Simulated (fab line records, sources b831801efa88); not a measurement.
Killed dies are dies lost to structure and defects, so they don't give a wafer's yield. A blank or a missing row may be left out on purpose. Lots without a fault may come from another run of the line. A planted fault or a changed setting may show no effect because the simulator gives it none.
A struck lot beside a sound one | flow sky130 | 15 steps out of a route of 708
Sound: wafers L399.2, L399.3, L399.6. Struck: wafer L420.6. (L420.2, L420.5 of the same lot were not struck and are left out.) The cause comes at the end.
At each step with rows: each side's tool, then ch and its chambers, then its first start. Under that, the readings that differ: sound wafers | struck wafers | difference of the means | sigmas: that difference in standard deviations of wafers without a fault.
alike: readings whose means differ by less than 2 such deviations, and words and numbers that are the same on both sides. not compared: withheld readings, readings that some wafer has no value for, bounds like >300 that may hide the same value, and numbers for which the record gives no deviation and whose values overlap.
The two part at a step that has a row with sigmas, a row that says differs or no value, or rows on one side only. Numbers that don't overlap but have no deviation are shown without sigmas and don't part them. A reading that every wafer of one side lacks parts them only if that side has two wafers or more.

SKY_FIELD_ISO_THK_MEAS_02:
  sound on film_metro-03, day 1 16:41; struck on film_metro-03, day 6 01:38
  reading                         | sound             | struck | difference | sigmas
  FIELD_ISO_OXIDATION_00_THK (nm) | 11.88 11.88 11.95 | 12.41  | +0.51      | +2
then, 1 step without rows for these wafers: SKY_FIELD_ISO_CVD_03 (deposits Si3N4 from DCS/NH3, target thk 165 nm, time 2830 s).
SKY_FIELD_ISO_THK_MEAS_04:
  sound on film_metro-04, day 1 21:31; struck on film_metro-03, day 6 04:23
  alike: FIELD_ISO_CVD_03_THK
then, 8 steps without rows for these wafers: SKY_FIELD_ISO_DEHYDRATE_05 (time 60 s); SKY_FIELD_ISO_HMDS_06 (prime time 60 s); SKY_FIELD_ISO_COAT_07 (resist thk 60 nm); SKY_FIELD_ISO_COAT_08 (resist thk 450 nm); SKY_FIELD_ISO_SOFTBAKE_09 (time 90 s); SKY_FIELD_ISO_EXPOSE_10 (exposes mask FOM, target cd 150 nm); SKY_FIELD_ISO_PEB_11; SKY_FIELD_ISO_DEVELOP_12 (develop time 60 s).
SKY_FIELD_ISO_CD_MEAS_13: target cd 150 nm.
  sound on cd_sem-02, day 2 12:32; struck on cd_sem-02, day 6 22:47
  alike: cd_nm
SKY_FIELD_ISO_ETCH_14: etches BARC in N2/H2, stops on SiO2, time 45.9 s, target depth 60 nm.
  sound on rie_diel-03 ch 0,1,2, day 2 12:38; struck on rie_diel-04 ch 1, day 6 22:53
  reading                                          | sound             | struck | difference | sigmas
  bias_w (W)                                       | 100.0 99.4 100.2  | 75.3   | -24.6      | -77
  model.KrF-thick_of_FIELD_ISO_COAT_08.thk_nm (nm) | 394.3 393.9 394.3 | 393.8  | -0.4       |
  alike: drypump_motor_current_A, oes_product_au, throttle_valve_pct
  not compared: rf_hours_counter_h
SKY_FIELD_ISO_ETCH_15: etches the open film in CHF3/O2, stops on Si, target depth 180 nm, time 72 s.
  sound on rie_diel-03 ch 0,1,2, day 2 12:41; struck on rie_diel-04 ch 1, day 6 22:56
  reading    | sound             | struck | difference | sigmas
  bias_w (W) | 199.7 199.6 199.6 | 200.8  | +1.2       | +2
  alike: drypump_motor_current_A, oes_product_au, throttle_valve_pct
  not compared: rf_hours_counter_h
SKY_PAD_OPEN_PROBE_99:
  the record has rows for the sound wafers here (prober-01, day 46 04:34) and none for the struck ones

WHERE THEY PART
First at SKY_FIELD_ISO_THK_MEAS_02; last, within this record, at SKY_PAD_OPEN_PROBE_99.

WHY: what the simulator had put in
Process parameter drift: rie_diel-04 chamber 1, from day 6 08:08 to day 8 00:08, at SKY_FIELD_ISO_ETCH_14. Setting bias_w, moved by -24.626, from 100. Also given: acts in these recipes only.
